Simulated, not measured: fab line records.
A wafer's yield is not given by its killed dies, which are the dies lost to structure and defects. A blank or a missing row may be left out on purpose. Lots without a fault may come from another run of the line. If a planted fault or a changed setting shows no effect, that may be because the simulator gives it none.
What tool caused it? / flow sky130 / 15 lots, 45 wafers sampled, at 5 steps of a route of 708

## WHAT EACH GAUGE READ, for each wafer
SKY_METAL4_CD_MEAS_13: the cd target is 300 nm.
lot=L280; measured=day 41 21:44; on=cd-sem-01; cd-nm (nm)=298.6 299.7 301.2
lot=L283; measured=day 43 10:08; on=cd-sem-02; cd-nm (nm)=300.0 299.0 300.9
lot=L285; measured=day 43 13:17; on=cd-sem-01; cd-nm (nm)=298.8 298.9 299.1
lot=L284; measured=day 43 17:17; on=cd-sem-02; cd-nm (nm)=299.5 300.1 300.3
lot=L286; measured=day 44 01:42; on=cd-sem-02; cd-nm (nm)=194.3 194.2 302.0
lot=L287; measured=day 44 10:50; on=cd-sem-01; cd-nm (nm)=195.0 195.1 300.6
lot=L288; measured=day 44 12:46; on=cd-sem-02; cd-nm (nm)=193.4 195.0 300.0
lot=L295; measured=day 46 23:29; on=cd-sem-01; cd-nm (nm)=301.4 302.5 301.7
lot=L296; measured=day 47 04:10; on=cd-sem-01; cd-nm (nm)=299.9 300.6 300.4
lot=L297; measured=day 47 15:33; on=cd-sem-01; cd-nm (nm)=302.1 300.3 300.5
lot=L298; measured=day 47 19:09; on=cd-sem-01; cd-nm (nm)=299.2 297.8 299.8
lot=L300; measured=day 48 03:21; on=cd-sem-01; cd-nm (nm)=300.5 300.8 301.3
lot=L302; measured=day 48 06:32; on=cd-sem-02; cd-nm (nm)=298.4 300.3 299.7
lot=L301; measured=day 48 08:20; on=cd-sem-02; cd-nm (nm)=299.1 300.5 300.1
lot=L303; measured=day 48 10:43; on=cd-sem-02; cd-nm (nm)=302.6 300.7 302.4

## TOOL THAT RAN EACH LOT (tool first, then ch and the chambers of the sampled wafers, then the start)
lot=L280; SKY_METAL4_SPUTTER_03=pvd-sputter-04, day 39 19:40; SKY_CAP2M_METAL_ETCH_13=rie-metal-03 ch 0,1, day 40 20:37; SKY_CAP2M_STRIP_14=plasma-asher-03 ch 0,1, day 40 20:42; SKY_METAL4_EXPOSE_10=krf-scanner-01 ch 0, day 41 09:54
lot=L283; SKY_METAL4_SPUTTER_03=pvd-sputter-01, day 41 09:40; SKY_CAP2M_METAL_ETCH_13=rie-metal-03 ch 0,1, day 42 09:39; SKY_CAP2M_STRIP_14=plasma-asher-03 ch 0,1, day 42 09:44; SKY_METAL4_EXPOSE_10=krf-scanner-01 ch 0, day 42 22:25
lot=L285; SKY_METAL4_SPUTTER_03=pvd-sputter-01, day 41 12:26; SKY_CAP2M_METAL_ETCH_13=rie-metal-01 ch 0,1, day 42 12:46; SKY_CAP2M_STRIP_14=plasma-asher-04 ch 0,1, day 42 12:50; SKY_METAL4_EXPOSE_10=krf-scanner-02 ch 0, day 43 01:24
lot=L284; SKY_METAL4_SPUTTER_03=pvd-sputter-01, day 41 17:33; SKY_CAP2M_METAL_ETCH_13=rie-metal-04 ch 0,1, day 42 17:14; SKY_CAP2M_STRIP_14=plasma-asher-03 ch 0,1, day 42 17:19; SKY_METAL4_EXPOSE_10=krf-scanner-02 ch 0, day 43 06:43
lot=L286; SKY_METAL4_SPUTTER_03=pvd-sputter-03, day 42 02:58; SKY_CAP2M_METAL_ETCH_13=rie-metal-04 ch 0,1, day 43 02:16; SKY_CAP2M_STRIP_14=plasma-asher-03 ch 0,1, day 43 02:20; SKY_METAL4_EXPOSE_10=krf-scanner-02 ch 0, day 43 14:39
lot=L287; SKY_METAL4_SPUTTER_03=pvd-sputter-04, day 42 12:13; SKY_CAP2M_METAL_ETCH_13=rie-metal-04 ch 0,1, day 43 11:50; SKY_CAP2M_STRIP_14=plasma-asher-04 ch 0,1, day 43 11:55; SKY_METAL4_EXPOSE_10=krf-scanner-02 ch 0, day 43 23:40
lot=L288; SKY_METAL4_SPUTTER_03=pvd-sputter-04, day 42 13:41; SKY_CAP2M_METAL_ETCH_13=rie-metal-01 ch 0,1, day 43 13:41; SKY_CAP2M_STRIP_14=plasma-asher-03 ch 0,1, day 43 13:46; SKY_METAL4_EXPOSE_10=krf-scanner-02 ch 0, day 44 01:37
lot=L295; SKY_METAL4_SPUTTER_03=pvd-sputter-01, day 45 05:05; SKY_CAP2M_METAL_ETCH_13=rie-metal-01 ch 0,1, day 46 02:10; SKY_CAP2M_STRIP_14=plasma-asher-03 ch 0,1, day 46 02:15; SKY_METAL4_EXPOSE_10=krf-scanner-01 ch 0, day 46 13:25
lot=L296; SKY_METAL4_SPUTTER_03=pvd-sputter-01, day 45 10:11; SKY_CAP2M_METAL_ETCH_13=rie-metal-03 ch 1, day 46 07:32; SKY_CAP2M_STRIP_14=plasma-asher-02 ch 1, day 46 07:37; SKY_METAL4_EXPOSE_10=krf-scanner-01 ch 0, day 46 17:48
lot=L297; SKY_METAL4_SPUTTER_03=pvd-sputter-01, day 45 21:11; SKY_CAP2M_METAL_ETCH_13=rie-metal-03 ch 0,1, day 46 18:07; SKY_CAP2M_STRIP_14=plasma-asher-04 ch 0,1, day 46 18:11; SKY_METAL4_EXPOSE_10=krf-scanner-02 ch 0, day 47 06:08
lot=L298; SKY_METAL4_SPUTTER_03=pvd-sputter-01, day 46 02:14; SKY_CAP2M_METAL_ETCH_13=rie-metal-04 ch 0,1, day 46 22:53; SKY_CAP2M_STRIP_14=plasma-asher-04 ch 0,1, day 46 22:58; SKY_METAL4_EXPOSE_10=krf-scanner-01 ch 0, day 47 10:14
lot=L300; SKY_METAL4_SPUTTER_03=pvd-sputter-03, day 46 09:38; SKY_CAP2M_METAL_ETCH_13=rie-metal-01 ch 0,1, day 47 06:31; SKY_CAP2M_STRIP_14=plasma-asher-02 ch 0,1, day 47 06:37; SKY_METAL4_EXPOSE_10=krf-scanner-01 ch 0, day 47 16:52
lot=L302; SKY_METAL4_SPUTTER_03=pvd-sputter-04, day 46 13:13; SKY_CAP2M_METAL_ETCH_13=rie-metal-04 ch 1, day 47 10:13; SKY_CAP2M_STRIP_14=plasma-asher-03 ch 0,1, day 47 10:23; SKY_METAL4_EXPOSE_10=krf-scanner-01 ch 0, day 47 20:39
lot=L301; SKY_METAL4_SPUTTER_03=pvd-sputter-04, day 46 15:26; SKY_CAP2M_METAL_ETCH_13=rie-metal-01 ch 0,1, day 47 12:11; SKY_CAP2M_STRIP_14=plasma-asher-04 ch 0,1, day 47 12:18; SKY_METAL4_EXPOSE_10=krf-scanner-01 ch 0, day 47 22:56
lot=L303; SKY_METAL4_SPUTTER_03=pvd-sputter-04, day 46 17:44; SKY_CAP2M_METAL_ETCH_13=rie-metal-03 ch 0, day 47 14:25; SKY_CAP2M_STRIP_14=plasma-asher-03 ch 1, day 47 14:29; SKY_METAL4_EXPOSE_10=krf-scanner-01 ch 0, day 48 01:19
- SKY_METAL4_SPUTTER_03: material Ti, target thk 5 nm, time 3.3 s.
- SKY_CAP2M_METAL_ETCH_13: etches TiN in Cl2/BCl3, stops on SiO2, target depth 220 nm, time 62.9 s.
- SKY_CAP2M_STRIP_14: strips in O2/N2.
- SKY_METAL4_EXPOSE_10: exposes mask MM4, target cd 300 nm.

## WHAT THE TOOLS THEMSELVES READ (means of the sampled wafers that have a number; where no wafer has one, the mark that the record gives instead)
SKY_METAL4_SPUTTER_03.
lot=L280; tool=pvd-sputter-04; cathode-dc-power-W (W)=3000.4; throttle-valve-pct (%)=30.4
lot=L283; tool=pvd-sputter-01; cathode-dc-power-W (W)=2999.8; throttle-valve-pct (%)=28.9
lot=L285; tool=pvd-sputter-01; cathode-dc-power-W (W)=2999.9; throttle-valve-pct (%)=30.0
lot=L284; tool=pvd-sputter-01; cathode-dc-power-W (W)=3000.0; throttle-valve-pct (%)=29.4
lot=L286; tool=pvd-sputter-03; cathode-dc-power-W (W)=3000.1; throttle-valve-pct (%)=30.0
lot=L287; tool=pvd-sputter-04; cathode-dc-power-W (W)=3000.0; throttle-valve-pct (%)=30.0
lot=L288; tool=pvd-sputter-04; cathode-dc-power-W (W)=2999.8; throttle-valve-pct (%)=30.2
lot=L295; tool=pvd-sputter-01; cathode-dc-power-W (W)=2999.9; throttle-valve-pct (%)=30.2
lot=L296; tool=pvd-sputter-01; cathode-dc-power-W (W)=2999.6; throttle-valve-pct (%)=30.1
lot=L297; tool=pvd-sputter-01; cathode-dc-power-W (W)=3000.6; throttle-valve-pct (%)=29.4
lot=L298; tool=pvd-sputter-01; cathode-dc-power-W (W)=2999.8; throttle-valve-pct (%)=30.0
lot=L300; tool=pvd-sputter-03; cathode-dc-power-W (W)=3000.1; throttle-valve-pct (%)=29.7
lot=L302; tool=pvd-sputter-04; cathode-dc-power-W (W)=3000.1; throttle-valve-pct (%)=30.3
lot=L301; tool=pvd-sputter-04; cathode-dc-power-W (W)=3000.6; throttle-valve-pct (%)=30.3
lot=L303; tool=pvd-sputter-04; cathode-dc-power-W (W)=3000.0; throttle-valve-pct (%)=29.9

SKY_CAP2M_METAL_ETCH_13.
lot=L280; tool=rie-metal-03; drypump-motor-current-A (A)=5.3; oes-product-au (a.u.)=0.941; throttle-valve-pct (%)=21.896
lot=L283; tool=rie-metal-03; drypump-motor-current-A (A)=5.4; oes-product-au (a.u.)=0.939; throttle-valve-pct (%)=21.907
lot=L285; tool=rie-metal-01; drypump-motor-current-A (A)=5.8; oes-product-au (a.u.)=0.948; throttle-valve-pct (%)=21.902
lot=L284; tool=rie-metal-04; drypump-motor-current-A (A)=5.1; oes-product-au (a.u.)=0.943; throttle-valve-pct (%)=21.889
lot=L286; tool=rie-metal-04; drypump-motor-current-A (A)=5.1; oes-product-au (a.u.)=0.947; throttle-valve-pct (%)=21.912
lot=L287; tool=rie-metal-04; drypump-motor-current-A (A)=5.5; oes-product-au (a.u.)=0.932; throttle-valve-pct (%)=21.911
lot=L288; tool=rie-metal-01; drypump-motor-current-A (A)=5.8; oes-product-au (a.u.)=0.939; throttle-valve-pct (%)=21.911
lot=L295; tool=rie-metal-01; drypump-motor-current-A (A)=5.5; oes-product-au (a.u.)=0.938; throttle-valve-pct (%)=21.907
lot=L296; tool=rie-metal-03; drypump-motor-current-A (A)=5.3; oes-product-au (a.u.)=0.948; throttle-valve-pct (%)=21.903
lot=L297; tool=rie-metal-03; drypump-motor-current-A (A)=5.4; oes-product-au (a.u.)=0.933; throttle-valve-pct (%)=21.907
lot=L298; tool=rie-metal-04; drypump-motor-current-A (A)=5.1; oes-product-au (a.u.)=0.947; throttle-valve-pct (%)=21.895
lot=L300; tool=rie-metal-01; drypump-motor-current-A (A)=5.4; oes-product-au (a.u.)=0.939; throttle-valve-pct (%)=21.902
lot=L302; tool=rie-metal-04; drypump-motor-current-A (A)=4.8; oes-product-au (a.u.)=0.947; throttle-valve-pct (%)=21.890
lot=L301; tool=rie-metal-01; drypump-motor-current-A (A)=5.5; oes-product-au (a.u.)=0.932; throttle-valve-pct (%)=21.906
lot=L303; tool=rie-metal-03; drypump-motor-current-A (A)=5.4; oes-product-au (a.u.)=0.946; throttle-valve-pct (%)=21.897

SKY_CAP2M_STRIP_14.
lot=L280; tool=plasma-asher-03; drypump-motor-current-A (A)=6.0; oes-product-au (a.u.)=0.711; strip-time-to-endpoint-s (s)=12.61
lot=L283; tool=plasma-asher-03; drypump-motor-current-A (A)=6.0; oes-product-au (a.u.)=0.713; strip-time-to-endpoint-s (s)=12.67
lot=L285; tool=plasma-asher-04; drypump-motor-current-A (A)=5.0; oes-product-au (a.u.)=0.707; strip-time-to-endpoint-s (s)=12.75
lot=L284; tool=plasma-asher-03; drypump-motor-current-A (A)=6.2; oes-product-au (a.u.)=0.709; strip-time-to-endpoint-s (s)=12.73
lot=L286; tool=plasma-asher-03; drypump-motor-current-A (A)=6.0; oes-product-au (a.u.)=0.712; strip-time-to-endpoint-s (s)=12.75
lot=L287; tool=plasma-asher-04; drypump-motor-current-A (A)=5.0; oes-product-au (a.u.)=0.709; strip-time-to-endpoint-s (s)=12.65
lot=L288; tool=plasma-asher-03; drypump-motor-current-A (A)=6.2; oes-product-au (a.u.)=0.712; strip-time-to-endpoint-s (s)=12.67
lot=L295; tool=plasma-asher-03; drypump-motor-current-A (A)=6.1; oes-product-au (a.u.)=0.713; strip-time-to-endpoint-s (s)=12.71
lot=L296; tool=plasma-asher-02; drypump-motor-current-A (A)=5.6; oes-product-au (a.u.)=0.712; strip-time-to-endpoint-s (s)=12.72
lot=L297; tool=plasma-asher-04; drypump-motor-current-A (A)=5.1; oes-product-au (a.u.)=0.708; strip-time-to-endpoint-s (s)=12.69
lot=L298; tool=plasma-asher-04; drypump-motor-current-A (A)=5.1; oes-product-au (a.u.)=0.709; strip-time-to-endpoint-s (s)=12.72
lot=L300; tool=plasma-asher-02; drypump-motor-current-A (A)=5.3; oes-product-au (a.u.)=0.710; strip-time-to-endpoint-s (s)=12.74
lot=L302; tool=plasma-asher-03; drypump-motor-current-A (A)=6.1; oes-product-au (a.u.)=0.709; strip-time-to-endpoint-s (s)=12.67
lot=L301; tool=plasma-asher-04; drypump-motor-current-A (A)=5.0; oes-product-au (a.u.)=0.709; strip-time-to-endpoint-s (s)=12.65
lot=L303; tool=plasma-asher-03; drypump-motor-current-A (A)=5.8; oes-product-au (a.u.)=0.713; strip-time-to-endpoint-s (s)=12.66

## THE ANSWER, worked out from the rows above alone
Rule: the lots themselves supply what counts as usual. The widest of any qualifying gaps counts: lots, ordered by their means at a reading, are off when they make up no more than a third of the lots, leave a main group of 4 or more, and stand apart from it by 3 or more times the standard deviation of that group's means. If all means in a main group match to the digits the tables above print for the reading, that group is not used. A lot without any number at a reading at which 4 lots or more have one is off too. Where the step has rows for the other lots, those lots are counted as sound. Order of review: gauges by route order, followed by the tools' own readings, for which a lot's mean as printed above is used. The first step at which some lot is off is used, and at that step the reading that is off furthest; a lot without a number counts as furthest.
Off: L286, L287, L288, at SKY_METAL4_CD_MEAS_13 (cd-nm). The main group: mean 300.2 nm, standard deviation 0.95.
If a tool, at a process step before that reading, ran all the lots that are off and no sound lot after the first of them, it fits. The gauges at SKY_METAL4_CD_MEAS_13 are tried like those tools. Of those tried, none fits.

## WHAT HAD BEEN PUT IN BY THE SIMULATOR
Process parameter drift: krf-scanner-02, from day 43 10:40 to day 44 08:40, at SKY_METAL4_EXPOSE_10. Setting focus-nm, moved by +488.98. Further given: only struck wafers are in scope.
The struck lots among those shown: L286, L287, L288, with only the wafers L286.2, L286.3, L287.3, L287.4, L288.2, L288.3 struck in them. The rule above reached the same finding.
